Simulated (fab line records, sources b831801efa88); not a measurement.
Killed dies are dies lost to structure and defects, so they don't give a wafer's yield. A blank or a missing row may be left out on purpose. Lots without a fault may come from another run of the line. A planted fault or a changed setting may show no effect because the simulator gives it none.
Chamber matching | flow gf180mcu | GF_CONTACT_CMP_04 on cmp-02: 4 sister chambers
The step polishes SiO2. 14 wafers are shown with their chamber, then 7 later ones without.

WAFERS WITH THEIR CHAMBER
wafer  | chamber | motor_current_A (A) | time_to_endpoint_s (s)
L464.3 | 0       | 13.5                | 119
L464.4 | 3       | 12.7                | 117
L464.6 | 1       | 10.1                | 119
L468.1 | 1       | 9.9                 | 104
L468.2 | 3       | 13.0                | 104
L468.5 | 3       | 13.0                | 102
L469.2 | 2       | 12.2                | 106
L469.3 | 1       | 10.5                | 109
L469.4 | 0       | 12.7                | 113
L470.1 | 3       | 13.4                | 111
L470.3 | 0       | 13.4                | 105
L470.5 | 2       | 12.6                | 111
L473.1 | 0       | 13.1                | 106
L473.3 | 2       | 12.6                | 97

SIGNATURES (means of the wafers above)
reading            | chamber 0 | chamber 1 | chamber 2 | chamber 3 | scatter within a chamber
motor_current_A    | 13.175    | 10.167    | 12.467    | 13.025    | 0.305
time_to_endpoint_s | 110.75    | 110.67    | 104.67    | 108.50    | 6.98
Rule: a wafer's distance from a chamber is the root of the sum, over the readings, of the square of ((its reading less the chamber's mean) divided by the reading's scatter). The wafer belongs to the nearest chamber; if the next one is less than 2 further off, it can't be placed. The scatter: the root of (the sum of the squares of (reading less its chamber's mean) over the shown wafers, divided by (wafers less chambers)).

WAFERS WITHOUT THEIR CHAMBER
wafer  | motor_current_A (A) | time_to_endpoint_s (s)
L473.5 | 13.3                | 106
L479.3 | 13.0                | 105
L479.4 | 10.5                | 110
L479.6 | 12.4                | 121
L482.4 | 12.3                | 109
L482.5 | 12.8                | 115
L482.6 | 12.4                | 117

WHICH CHAMBER EACH WENT THROUGH
wafer  | from the rows above          | in truth
L473.5 | can't be placed: 0 or 3 or 2 | 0
L479.3 | can't be placed: 3 or 0 or 2 | 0
L479.4 | 1                            | 1
L479.6 | can't be placed: 2 or 3 or 0 | 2
L482.4 | can't be placed: 2 or 3      | 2
L482.5 | can't be placed: 3 or 0 or 2 | 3
L482.6 | can't be placed: 2 or 3 or 0 | 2
Placed correctly: 1 of 7. Can't be placed from these rows: 6 (the true chamber is among the candidates in 6). Placed wrongly: 0.
